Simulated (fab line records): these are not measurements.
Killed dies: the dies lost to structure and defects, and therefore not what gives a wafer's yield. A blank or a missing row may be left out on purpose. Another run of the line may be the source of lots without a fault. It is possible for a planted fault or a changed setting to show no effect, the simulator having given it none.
fab line records -- flow gf180mcu -- part 1 of 2: steps 1 to 27 of 35
record: lots: 5, wafers: 15, lastDay: 34
route steps=602 shown V1@335 M2@362
lots that met no fault: from a run of the same line without faults
startH: the number of hours between the record's first day and the start of the first shown wafer of the lot -- waitH: hours since the lot's step before -- " the same as in the row above -- L1.1+2: a row that stands for several wafers -- - no value, or no start was given -- * or withheld: withheld -- < > ~ a bound
route shown NAME@n: names a module that has steps shown in the file, with the first one's number in the route -- usual: mean/standard deviation of fault-free wafers -- same: alike in all rows -- chamber/n: place in a boat -- sites: the reading at each site -- _std_site: the standard deviation of these -- _edge_site: mean of outer sites minus mean of inner sites -- radiusMm: how far each site lies from the wafer's centre -- mask NAME#n: copy n -- behind: the tool/chamber that last shaped the wafer -- hold: the reason the lot was held/the length of the hold in hours/how it ended -- device: the n, p or np transistor that did not switch -- end of line: tests of these same wafers at the route's end -- a step with no rows: only its recipe -- killed: dies lost to structure and defects at the first sort, not the wafer's yield -- map: the dies of a wafer, with x for killed, . for not killed, _ for no die there
set.NAME: the setting that was run; set.NAME@STEP: the one run at that earlier step -- model.NAME: the simulator's own value behind a step, which no gauge read
certain route steps with their lots: each step a table, each wafer a row
services: when a tool's chamber went out of use (startH, in hours from the record's first day, below 0 if earlier), for how many hours, and the reason
== steps ==
step: GF_V1_CVD_00
recipe: material: SiO2, targetThkNm: 600, sigmaOpenFrac: 0.3, tempC: 400, timeS: 100, sih4FlowSccm: 60, pressureMtorr: 6
lot.wafer,tool,chamber,startH,waitH
L076.2+5+6,hdpcvd-01,"1,0,1",407.94,0.0
L081.1+3+6,hdpcvd-01,"1,0,0",451.62,0.0
L083.2+4+5,hdpcvd-01,"0,1,0",466.52,0.0
L085.2+4+5,hdpcvd-01,"2,0,1",486.56,0.0
L094.3+5+6,hdpcvd-01,"0,1,2",560.51,0.0
step: GF_V1_THK_MEAS_01
recipe: reads: SiO2_of_V1_CVD_00
usual: V1_CVD_00_THK: 602/6.4
lot.wafer,tool,chamber,startH,waitH,V1_CVD_00_THK[nm]
L076.2,filmMetro-03,-,408.02,0.0,587
L076.5,filmMetro-03,-,408.02,0.0,592
L076.6,filmMetro-03,-,408.02,0.0,584
L081.1,filmMetro-04,-,451.69,0.0,602
L081.3,filmMetro-04,-,451.69,0.0,603
L081.6,filmMetro-04,-,451.69,0.0,598
L083.2,filmMetro-03,-,466.60,0.0,597
L083.4,filmMetro-03,-,466.60,0.0,604
L083.5,filmMetro-03,-,466.60,0.0,606
L085.2,filmMetro-02,-,486.64,0.0,604
L085.4,filmMetro-02,-,486.64,0.0,604
L085.5,filmMetro-02,-,486.64,0.0,601
L094.3,filmMetro-03,-,560.60,0.1,593
L094.5,filmMetro-03,-,560.60,0.1,595
L094.6,filmMetro-03,-,560.60,0.1,598
step: GF_V1_CVD_02
recipe: material: SiO2, targetThkNm: 850, precursor: TEOS, tempC: 400, timeS: 94.851, rfW: 600
usual: heaterPowerW: 681/94, rfFwdPowerW: 596.7/2.2
lot.wafer,tool,chamber,startH,waitH,heaterPowerW,rfFwdPowerW
L076.2,pecvd-01,1,408.07,0.0,717,597.5
L076.5,pecvd-01,0,408.07,0.0,528,598.1
L076.6,pecvd-01,1,408.07,0.0,733,599.8
L081.1,pecvd-02,2,451.75,0.1,692,599.1
L081.3,pecvd-02,1,451.75,0.1,571,601.3
L081.6,pecvd-02,1,451.75,0.1,632,599.1
L083.2,pecvd-01,0,466.65,0.0,583,593.7
L083.4,pecvd-01,2,466.65,0.0,725,595.1
L083.5,pecvd-01,0,466.65,0.0,633,594.0
L085.2,pecvd-02,0,486.69,0.0,670,599.9
L085.4,pecvd-02,1,486.69,0.0,628,601.1
L085.5,pecvd-02,2,486.69,0.0,547,600.5
L094.3,pecvd-02,0,560.64,0.0,752,593.9
L094.5,pecvd-02,0,560.64,0.0,810,596.9
L094.6,pecvd-02,1,560.64,0.0,698,599.5
step: GF_V1_THK_MEAS_03
recipe: reads: SiO2_of_V1_CVD_02
usual: V1_CVD_02_THK: 849/11
lot.wafer,tool,chamber,startH,waitH,V1_CVD_02_THK[nm]
L076.2,filmMetro-02,-,408.15,0.0,827
L076.5,filmMetro-02,-,408.15,0.0,847
L076.6,filmMetro-02,-,408.15,0.0,847
L081.1,filmMetro-02,-,451.82,0.0,841
L081.3,filmMetro-02,-,451.82,0.0,835
L081.6,filmMetro-02,-,451.82,0.0,834
L083.2,filmMetro-02,-,466.73,0.0,843
L083.4,filmMetro-02,-,466.73,0.0,859
L083.5,filmMetro-02,-,466.73,0.0,858
L085.2,filmMetro-04,-,486.77,0.0,847
L085.4,filmMetro-04,-,486.77,0.0,847
L085.5,filmMetro-04,-,486.77,0.0,840
L094.3,filmMetro-04,-,560.73,0.1,851
L094.5,filmMetro-04,-,560.73,0.1,858
L094.6,filmMetro-04,-,560.73,0.1,854
step: GF_V1_CMP_04
recipe: material: SiO2, downForcePsi: 4, platenRpm: 60, padVelocityMS: 0.94248
usual: motorCurrentA: 12.0/1.5, platenRpm: 59.99/0.036, retainingRingPressureFrac: 1.000/0.0054, timeToEndpointS: 74/5.8
lot.wafer,tool,chamber,startH,waitH,motorCurrentA,platenRpm,retainingRingPressureFrac,timeToEndpointS
L076.2,cmp-02,2,408.30,0.1,12.0,59.98,1.004,64
L076.6,cmp-02,0,408.30,0.1,14.7,59.95,1.002,73
L076.5,cmp-02,1,408.30,0.1,8.7,60.04,0.999,72
L081.1,cmp-02,0,451.93,0.1,14.2,59.97,0.999,75
L081.3,cmp-02,1,451.93,0.1,8.8,59.96,0.992,73
L081.6,cmp-02,0,451.93,0.1,14.2,59.98,1.008,72
L083.2,cmp-01,2,466.88,0.1,12.3,59.96,1.001,81
L083.4,cmp-01,3,466.88,0.1,10.3,60.01,0.997,82
L083.5,cmp-01,0,466.88,0.1,12.9,60.06,1.009,84
L085.4,cmp-02,0,486.82,0.0,15.1,59.93,1.008,73
L085.2,cmp-02,2,486.82,0.0,11.6,60.00,1.000,68
L085.5,cmp-02,1,486.82,0.0,9.1,60.05,1.004,70
L094.3,cmp-01,3,560.82,0.1,10.8,59.99,0.987,69
L094.6,cmp-01,2,560.82,0.1,12.1,60.08,1.001,74
L094.5,cmp-01,3,560.82,0.1,10.4,60.04,0.992,74
step: GF_V1_BOW_MEAS_05
recipe: mode: bow
usual: V1_BOW: 84/8
lot.wafer,tool,chamber,startH,waitH,V1_BOW[um]
L076.2,filmMetro-03,-,408.52,0.2,79
L076.5,filmMetro-03,-,408.52,0.2,71
L076.6,filmMetro-03,-,408.52,0.2,74
L081.1,filmMetro-03,-,452.18,0.2,84
L081.3,filmMetro-03,-,452.18,0.2,70
L081.6,filmMetro-03,-,452.18,0.2,78
L083.2,filmMetro-03,-,467.10,0.2,71
L083.4,filmMetro-03,-,467.10,0.2,85
L083.5,filmMetro-03,-,467.10,0.2,84
L085.2,filmMetro-03,-,487.14,0.2,82
L085.4,filmMetro-03,-,487.14,0.2,75
L085.5,filmMetro-03,-,487.14,0.2,88
L094.3,filmMetro-03,-,561.11,0.2,80
L094.5,filmMetro-03,-,561.11,0.2,79
L094.6,filmMetro-03,-,561.11,0.2,79
step: GF_V1_DEHYDRATE_06
recipe: tempC: 200, timeS: 60
usual: heaterPowerTotalW: 160.37/0.12
lot.wafer,tool,chamber,startH,waitH,heaterPowerTotalW
L076.2,lithoTrack-03,0,419.88,11.3,160.41
L076.5,lithoTrack-03,0,419.88,11.3,160.16
L076.6,lithoTrack-03,0,419.88,11.3,160.48
L081.1,lithoTrack-01,0,463.97,11.8,160.20
L081.3,lithoTrack-01,0,463.97,11.8,160.25
L081.6,lithoTrack-01,0,463.97,11.8,160.47
L083.2,lithoTrack-02,0,478.42,11.3,160.51
L083.4,lithoTrack-02,0,478.42,11.3,160.52
L083.5,lithoTrack-02,0,478.42,11.3,160.52
L085.2,lithoTrack-01,0,498.75,11.6,160.14
L085.4,lithoTrack-01,0,498.75,11.6,160.22
L085.5,lithoTrack-01,0,498.75,11.6,160.41
L094.3,lithoTrack-01,0,571.92,10.8,160.28
L094.5,lithoTrack-01,0,571.92,10.8,160.34
L094.6,lithoTrack-01,0,571.92,10.8,160.24
step: GF_V1_HMDS_07
recipe: primeTimeS: 60, primeTempC: 120
lot.wafer,tool,chamber,startH,waitH
L076.2+5+6,lithoTrack-03,0,420.03,0.1
L081.1+3+6,lithoTrack-01,0,464.12,0.1
L083.2+4+5,lithoTrack-02,0,478.57,0.1
L085.2+4+5,lithoTrack-01,0,498.90,0.1
L094.3+5+6,lithoTrack-01,0,572.07,0.1
step: GF_V1_COAT_08
recipe: resist: BARC, tempC: withheld, timeS: withheld, spinRpm: withheld, resistThkNm: withheld
lot.wafer,tool,chamber,startH,waitH
L076.2+5+6,lithoTrack-03,0,420.18,0.1
L081.1+3+6,lithoTrack-01,0,464.27,0.1
L083.2+4+5,lithoTrack-02,0,478.72,0.1
L085.2+4+5,lithoTrack-01,0,499.05,0.1
L094.3+5+6,lithoTrack-01,0,572.22,0.1
step: GF_V1_COAT_09
recipe: resist: KrF, spinRpm: withheld, resistThkNm: 1000
lot.wafer,tool,chamber,startH,waitH
L076.2+5+6,lithoTrack-03,0,-,-
L081.1+3+6,lithoTrack-01,0,-,-
L083.2+4+5,lithoTrack-02,0,-,-
L085.2+4+5,lithoTrack-01,0,-,-
L094.3+5+6,lithoTrack-01,0,-,-
step: GF_V1_SOFTBAKE_10
recipe: tempC: 130, timeS: 60, resist: KrF
usual: heaterPowerTotalW: 93.05/0.058
lot.wafer,tool,chamber,startH,waitH,heaterPowerTotalW
L076.2,lithoTrack-03,0,-,-,93.08
L076.5,lithoTrack-03,0,-,-,93.05
L076.6,lithoTrack-03,0,-,-,92.99
L081.1,lithoTrack-01,0,-,-,93.03
L081.3,lithoTrack-01,0,-,-,93.06
L081.6,lithoTrack-01,0,-,-,93.14
L083.2,lithoTrack-02,0,-,-,93.11
L083.4,lithoTrack-02,0,-,-,92.95
L083.5,lithoTrack-02,0,-,-,93.11
L085.2,lithoTrack-01,0,-,-,93.07
L085.4,lithoTrack-01,0,-,-,93.08
L085.5,lithoTrack-01,0,-,-,92.99
L094.3,lithoTrack-01,0,-,-,93.05
L094.5,lithoTrack-01,0,-,-,93.11
L094.6,lithoTrack-01,0,-,-,93.13
step: GF_V1_EXPOSE_11
recipe: maskId: Via1, targetCdNm: 260, na: 0.68, sourceShape: conventional, sigmaOuter: 0.6, doseMj: 38
same: na: 0.68, sigmaOuter: 0.6
lot.wafer,tool,chamber,startH,waitH,mask
L076.2+5+6,krfScanner-02,0,-,-,Via1#0
L081.1+3+6,krfScanner-01,0,-,-,Via1#0
L083.2+4+5,krfScanner-01,0,-,-,Via1#0
L085.2+4+5,krfScanner-01,0,-,-,Via1#0
L094.3+5+6,krfScanner-01,0,-,-,Via1#0
step: GF_V1_PEB_12
recipe: pebTempC: 135, pebTimeS: 90, resist: KrF
usual: heaterPowerTotalW: 85.72/0.086
lot.wafer,tool,chamber,startH,waitH,heaterPowerTotalW
L076.2,lithoTrack-02,0,-,-,85.80
L076.5,lithoTrack-02,0,-,-,85.75
L076.6,lithoTrack-02,0,-,-,85.83
L081.1,lithoTrack-02,0,-,-,85.65
L081.3,lithoTrack-02,0,-,-,85.59
L081.6,lithoTrack-02,0,-,-,85.91
L083.2,lithoTrack-01,0,-,-,85.74
L083.4,lithoTrack-01,0,-,-,85.68
L083.5,lithoTrack-01,0,-,-,85.72
L085.2,lithoTrack-01,0,-,-,85.82
L085.4,lithoTrack-01,0,-,-,85.66
L085.5,lithoTrack-01,0,-,-,85.60
L094.3,lithoTrack-03,0,-,-,85.77
L094.5,lithoTrack-03,0,-,-,85.80
L094.6,lithoTrack-03,0,-,-,85.82
step: GF_V1_DEVELOP_13
recipe: developTimeS: 60, resist: KrF, devTempC: 21
lot.wafer,tool,chamber,startH,waitH
L076.2+5+6,lithoTrack-02,0,432.82,0.2
L081.1+3+6,lithoTrack-02,0,476.05,0.2
L083.2+4+5,lithoTrack-01,0,488.55,0.2
L085.2+4+5,lithoTrack-01,0,510.90,0.2
L094.3+5+6,lithoTrack-03,0,582.91,0.1
step: GF_V1_CD_MEAS_14
recipe: targetCdNm: 260
usual: cdNm: 260.0/1.4
lot.wafer,tool,chamber,startH,waitH,cdNm
L076.2,cdSem-01,-,432.97,0.1,259.3
L076.5,cdSem-01,-,432.97,0.1,258.9
L076.6,cdSem-01,-,432.97,0.1,260.2
L081.1,cdSem-01,-,479.35,3.3,260.7
L081.3,cdSem-01,-,479.35,3.3,259.9
L081.6,cdSem-01,-,479.35,3.3,260.9
L083.2,cdSem-01,-,488.69,0.1,259.7
L083.4,cdSem-01,-,488.69,0.1,259.6
L083.5,cdSem-01,-,488.69,0.1,259.0
L085.2,cdSem-01,-,511.04,0.1,260.6
L085.4,cdSem-01,-,511.04,0.1,260.5
L085.5,cdSem-01,-,511.04,0.1,261.0
L094.3,cdSem-02,-,583.13,0.2,260.0
L094.5,cdSem-02,-,583.13,0.2,261.4
L094.6,cdSem-02,-,583.13,0.2,260.9
step: GF_V1_OVL_MEAS_15
usual: V1_OVL: 0/5.9
lot.wafer,tool,chamber,startH,waitH,V1_OVL[nm]
L076.2,overlay-02,-,433.07,0.1,0
L076.5,overlay-02,-,433.07,0.1,-5
L076.6,overlay-02,-,433.07,0.1,-6
L081.1,overlay-01,-,479.47,0.1,4
L081.3,overlay-01,-,479.47,0.1,7
L081.6,overlay-01,-,479.47,0.1,4
L083.2,overlay-01,-,488.80,0.1,4
L083.4,overlay-01,-,488.80,0.1,3
L083.5,overlay-01,-,488.80,0.1,0
L085.2,overlay-02,-,511.15,0.1,-1
L085.4,overlay-02,-,511.15,0.1,-8
L085.5,overlay-02,-,511.15,0.1,-5
L094.3,overlay-02,-,583.23,0.1,7
L094.5,overlay-02,-,583.23,0.1,6
L094.6,overlay-02,-,583.23,0.1,5
step: GF_V1_ETCH_16
recipe: chemistry: N2/H2, targetDepthA: withheld, overetchA: withheld, timeS: withheld, target: BARC, ionEnergyEv: 200, sourceW: 500, biasW: 100, pressureMtorr: 30, n2FlowSccm: 100, h2FlowSccm: 200
usual: biasW: 100.0/0.31, drypumpMotorCurrentA: 5.9/0.42, oesProductAu: 0.855/0.0046, rfFwdPowerW: 494.3/2.5, throttleValvePct: 13.223/0.0084
lot.wafer,tool,chamber,startH,waitH,biasW,drypumpMotorCurrentA,oesProductAu,rfFwdPowerW,throttleValvePct
L076.2,rieDiel-04,3,433.10,0.0,100.1,5.1,0.855,495.0,13.216
L076.5,rieDiel-04,1,433.10,0.0,100.0,5.3,0.856,492.0,13.224
L076.6,rieDiel-04,0,433.10,0.0,99.9,6.1,0.854,495.8,13.232
L081.1,rieDiel-03,2,479.51,0.0,100.4,5.8,0.853,492.2,13.203
L081.3,rieDiel-03,1,479.51,0.0,100.4,6.3,0.861,496.2,13.218
L081.6,rieDiel-03,0,479.51,0.0,100.0,5.3,0.860,488.0,13.223
L083.2,rieDiel-01,0,488.83,0.0,100.1,5.6,0.853,492.2,13.227
L083.4,rieDiel-01,3,488.83,0.0,100.0,6.5,0.852,494.1,13.214
L083.5,rieDiel-01,2,488.83,0.0,100.4,5.8,0.852,492.6,13.231
L085.2,rieDiel-03,1,511.18,0.0,99.7,6.3,0.850,494.0,13.220
L085.4,rieDiel-03,1,511.18,0.0,99.4,6.3,0.856,497.2,13.229
L085.5,rieDiel-03,3,511.18,0.0,100.0,6.1,0.852,498.7,13.223
L094.3,rieDiel-03,1,583.25,0.0,100.1,6.3,0.853,497.3,13.225
L094.5,rieDiel-03,1,583.25,0.0,99.7,6.3,0.856,498.2,13.224
L094.6,rieDiel-03,0,583.25,0.0,100.7,5.3,0.855,491.3,13.225
step: GF_V1_ETCH_17
recipe: chemistry: C4F8/O2/Ar, maskMaterial: KrF, target: SiO2, stopOn: TiN, sourceW: 1500, biasW: 1200, pressureMtorr: 40, c4f8FlowSccm: withheld, O2_flow_sccm: 6, Ar_flow_sccm: 300, timeS: withheld, targetDepthA: 6300
usual: biasW: 1200/3.6, oesProductAu: 0.864/0.0045, rfFwdPowerW: 1492/4.9
lot.wafer,tool,chamber,startH,waitH,biasW,oesProductAu,rfFwdPowerW
L076.2,rieDiel-04,3,-,-,1198,0.865,1501
L076.5,rieDiel-04,1,-,-,1199,0.860,1487
L076.6,rieDiel-04,0,-,-,1199,0.864,1507
L081.1,rieDiel-03,2,-,-,1197,0.860,1483
L081.3,rieDiel-03,1,-,-,1204,0.869,1488
L081.6,rieDiel-03,0,-,-,1199,0.863,1488
L083.2,rieDiel-01,0,-,-,1197,0.869,1484
L083.4,rieDiel-01,3,-,-,1206,0.866,1493
L083.5,rieDiel-01,2,-,-,1197,0.866,1494
L085.2,rieDiel-03,1,-,-,1199,0.863,1498
L085.4,rieDiel-03,1,-,-,1200,0.871,1491
L085.5,rieDiel-03,3,-,-,1198,0.866,1501
L094.3,rieDiel-03,1,-,-,1195,0.867,1494
L094.5,rieDiel-03,1,-,-,1193,0.863,1492
L094.6,rieDiel-03,0,-,-,1194,0.866,1489
step: GF_V1_STRIP_18
recipe: chemistry: O2/N2, powerW: 1400, pressureMtorr: 1500, platenTempC: 250, o2FlowSccm: 3000, n2FlowSccm: 300, overashFraction: 0.5
usual: drypumpMotorCurrentA: 5.7/0.36, heaterPowerW: 345/31, oesProductAu: 0.594/0.0047
lot.wafer,tool,chamber,startH,waitH,drypumpMotorCurrentA,heaterPowerW,oesProductAu,rfHoursCounterH
L076.2,plasmaAsher-02,1,433.23,-,5.4,332,0.588,0
L076.5,plasmaAsher-02,0,433.23,-,6.2,307,0.597,-
L076.6,plasmaAsher-02,1,433.23,-,5.4,331,0.591,-
L081.1,plasmaAsher-02,0,479.64,-,6.2,300,0.587,5
L081.3,plasmaAsher-02,1,479.64,-,5.3,334,0.594,-
L081.6,plasmaAsher-02,0,479.64,-,6.1,302,0.603,-
L083.2,plasmaAsher-02,0,488.96,-,6.2,305,0.593,6
L083.4,plasmaAsher-02,0,488.96,-,6.2,301,0.589,-
L083.5,plasmaAsher-02,1,488.96,-,5.3,337,0.589,-
L085.2,plasmaAsher-01,1,511.31,-,6.1,392,0.598,42
L085.4,plasmaAsher-01,0,511.31,-,5.6,329,0.590,-
L085.5,plasmaAsher-01,0,511.31,-,5.6,316,0.596,-
L094.3,plasmaAsher-03,1,583.41,-,5.3,371,0.597,-
L094.5,plasmaAsher-03,1,583.41,-,5.3,365,0.599,-
L094.6,plasmaAsher-03,0,583.41,-,5.9,358,0.599,-
step: GF_V1_STRIP_19
recipe: chemistry: postEtchResidueRemover, timeS: 1200, tempC: 72.5
lot.wafer,tool,chamber,startH,waitH
L076.2+5+6,wetBench-01,3,433.33,0.1
L081.1+3+6,wetBench-01,2,479.74,0.1
L083.2+4+5,wetBench-03,3,489.06,0.1
L085.2+4+5,wetBench-03,1,511.41,0.1
L094.3+5+6,wetBench-01,1,583.48,0.0
step: GF_V1_CLEAN_20
recipe: chemistry: DIW, dry: n2Spin
lot.wafer,tool,chamber,startH,waitH
L076.2+5+6,wetBench-03,1,433.71,0.0
L081.1+3+6,wetBench-03,3,480.08,0.0
L083.2+4+5,wetBench-01,2,489.43,0.0
L085.2+4+5,wetBench-03,3,511.75,0.0
L094.3+5+6,wetBench-03,0,584.22,0.0
step: GF_V1_SPUTTER_21
recipe: material: Ti, targetThkNm: 15, chamberPressurePa: 5, powerW: 2500, substrateTempC: 200, timeS: 80.02
usual: cathodeDcPowerW: 2500.0/0.48, throttleValvePct: 30.4/0.48
lot.wafer,tool,chamber,startH,waitH,cathodeDcPowerW,throttleValvePct
L076.2,pvdSputter-02,-,433.80,0.0,2500.1,30.1
L076.5,pvdSputter-02,-,433.80,0.0,2500.7,30.6
L076.6,pvdSputter-02,-,433.80,0.0,2499.2,31.4
L081.1,pvdSputter-02,-,480.17,0.0,2499.3,29.8
L081.3,pvdSputter-02,-,480.17,0.0,2500.6,30.7
L081.6,pvdSputter-02,-,480.17,0.0,2499.9,30.1
L083.2,pvdSputter-04,-,489.52,0.0,2499.3,30.8
L083.4,pvdSputter-04,-,489.52,0.0,2500.6,30.0
L083.5,pvdSputter-04,-,489.52,0.0,2499.1,30.6
L085.2,pvdSputter-04,-,511.84,0.0,2499.7,30.9
L085.4,pvdSputter-04,-,511.84,0.0,2499.2,29.7
L085.5,pvdSputter-04,-,511.84,0.0,2500.8,29.7
L094.3,pvdSputter-02,-,584.32,0.0,2500.5,29.7
L094.5,pvdSputter-02,-,584.32,0.0,2499.9,29.7
L094.6,pvdSputter-02,-,584.32,0.0,2500.5,30.5
step: GF_V1_SPUTTER_22
recipe: material: TiN, targetThkNm: 10, chamberPressurePa: 5, powerW: 4000, timeS: 40
usual: cathodeDcPowerW: 4000.0/0.76, throttleValvePct: 30.4/0.51
lot.wafer,tool,chamber,startH,waitH,cathodeDcPowerW,throttleValvePct
L076.2,pvdSputter-02,-,433.86,0.0,3999.9,29.9
L076.5,pvdSputter-02,-,433.86,0.0,3999.1,30.4
L076.6,pvdSputter-02,-,433.86,0.0,4000.2,31.3
L081.1,pvdSputter-02,-,480.23,0.0,4001.3,29.9
L081.3,pvdSputter-02,-,480.23,0.0,4000.0,30.7
L081.6,pvdSputter-02,-,480.23,0.0,4000.1,29.9
L083.2,pvdSputter-04,-,489.58,0.0,3999.3,30.8
L083.4,pvdSputter-04,-,489.58,0.0,4000.9,30.0
L083.5,pvdSputter-04,-,489.58,0.0,3999.7,30.4
L085.2,pvdSputter-04,-,511.90,0.0,3999.8,31.1
L085.4,pvdSputter-04,-,511.90,0.0,3999.6,29.9
L085.5,pvdSputter-04,-,511.90,0.0,3999.5,29.8
L094.3,pvdSputter-02,-,584.39,0.0,4001.8,29.6
L094.5,pvdSputter-02,-,584.39,0.0,4000.7,29.7
L094.6,pvdSputter-02,-,584.39,0.0,4000.7,30.7
step: GF_V1_CVD_23
recipe: material: W, targetThkNm: 350, timeS: 105.05, tempC: 400, pressureTorr: 40
usual: heaterPowerW: 899/72
lot.wafer,tool,chamber,startH,waitH,heaterPowerW
L076.2,cvdW-01,0,433.90,0.0,954
L076.5,cvdW-01,1,433.90,0.0,783
L076.6,cvdW-01,0,433.90,0.0,937
L081.1,cvdW-02,0,480.27,0.0,1002
L081.3,cvdW-02,0,480.27,0.0,989
L081.6,cvdW-02,1,480.27,0.0,871
L083.2,cvdW-02,0,489.62,0.0,979
L083.4,cvdW-02,1,489.62,0.0,893
L083.5,cvdW-02,0,489.62,0.0,951
L085.2,cvdW-02,0,511.94,0.0,943
L085.4,cvdW-02,0,511.94,0.0,962
L085.5,cvdW-02,1,511.94,0.0,872
L094.3,cvdW-01,0,584.46,0.1,963
L094.5,cvdW-01,1,584.46,0.1,791
L094.6,cvdW-01,0,584.46,0.1,963
step: GF_V1_RS_MEAS_24
recipe: thkMeasGauge: four-point-probe, reads: W_of_V1_CVD_23+TiN_of_V1_SPUTTER_22+Ti_of_V1_SPUTTER_21
usual: V1_W_RS: 0.3264/0.0029
lot.wafer,tool,chamber,startH,waitH,V1_W_RS[ohm/sq]
L076.2,filmMetro-02,-,434.03,0.1,0.3299
L076.5,filmMetro-02,-,434.03,0.1,0.3304
L076.6,filmMetro-02,-,434.03,0.1,0.3294
L081.1,filmMetro-04,-,480.38,0.1,0.3245
L081.3,filmMetro-04,-,480.38,0.1,0.3249
L081.6,filmMetro-04,-,480.38,0.1,0.3273
L083.2,filmMetro-03,-,489.75,0.1,0.3300
L083.4,filmMetro-03,-,489.75,0.1,0.3229
L083.5,filmMetro-03,-,489.75,0.1,0.3245
L085.2,filmMetro-04,-,512.12,0.1,0.3224
L085.4,filmMetro-04,-,512.12,0.1,0.3256
L085.5,filmMetro-04,-,512.12,0.1,0.3270
L094.3,filmMetro-04,-,584.58,0.1,0.3323
L094.5,filmMetro-04,-,584.58,0.1,0.3261
L094.6,filmMetro-04,-,584.58,0.1,0.3247
step: GF_V1_THK_MEAS_25
recipe: thkMeasGauge: xrf, reads: W_of_V1_CVD_23
usual: V1_W_THK: 351/4.8
lot.wafer,tool,chamber,startH,waitH,V1_W_THK[nm]
L076.2,filmMetro-02,-,434.14,0.1,348
L076.5,filmMetro-02,-,434.14,0.1,345
L076.6,filmMetro-02,-,434.14,0.1,346
L081.1,filmMetro-04,-,480.50,0.1,358
L081.3,filmMetro-04,-,480.50,0.1,358
L081.6,filmMetro-04,-,480.50,0.1,356
L083.2,filmMetro-03,-,489.86,0.1,347
L083.4,filmMetro-03,-,489.86,0.1,352
L083.5,filmMetro-03,-,489.86,0.1,351
L085.2,filmMetro-04,-,512.23,0.1,361
L085.4,filmMetro-04,-,512.23,0.1,356
L085.5,filmMetro-04,-,512.23,0.1,355
L094.3,filmMetro-04,-,584.68,0.1,346
L094.5,filmMetro-04,-,584.68,0.1,354
L094.6,filmMetro-04,-,584.68,0.1,355
step: GF_V1_CMP_26
recipe: stopOn: SiO2, downForcePsi: 3.5, platenRpm: 60, tOverpolishS: 15, targetThkNm: 0, padVelocityMS: 0.94248
usual: motorCurrentA: 11.2/1.5, overpolishRunS: 15.000/0.0094, platenRpm: 60.00/0.039, retainingRingPressureFrac: 1.000/0.0048, timeToEndpointS: 83/4.1
lot.wafer,tool,chamber,startH,waitH,motorCurrentA,overpolishRunS,platenRpm,retainingRingPressureFrac,timeToEndpointS
L076.2,cmp-01,1,434.19,0.0,11.6,15.002,60.00,0.999,81
L076.5,cmp-01,1,434.19,0.0,12.5,14.999,60.02,0.992,79
L076.6,cmp-01,2,434.19,0.0,11.1,14.995,59.99,0.992,90
L081.1,cmp-02,3,480.66,0.1,9.9,14.994,60.02,0.999,87
L081.3,cmp-02,0,480.66,0.1,13.1,14.997,60.01,0.998,85
L081.6,cmp-02,1,480.66,0.1,8.3,15.016,60.04,0.997,87
L083.4,cmp-01,1,489.96,0.1,11.9,15.005,60.01,1.003,86
L083.2,cmp-01,2,489.96,0.1,10.6,14.997,60.00,1.002,94
L083.5,cmp-01,0,489.96,0.1,12.1,15.004,59.98,0.999,91
L085.4,cmp-02,0,512.33,0.1,13.1,15.008,59.98,0.996,86
L085.2,cmp-02,2,512.33,0.1,11.0,15.001,60.02,0.993,80
L085.5,cmp-02,0,512.33,0.1,13.2,14.986,59.92,1.000,84
L094.3,cmp-02,1,584.82,0.1,8.6,15.003,59.90,1.004,85
L094.6,cmp-02,3,584.82,0.1,10.0,15.002,60.01,0.993,90
L094.5,cmp-02,0,584.82,0.1,14.0,14.995,60.05,1.004,89
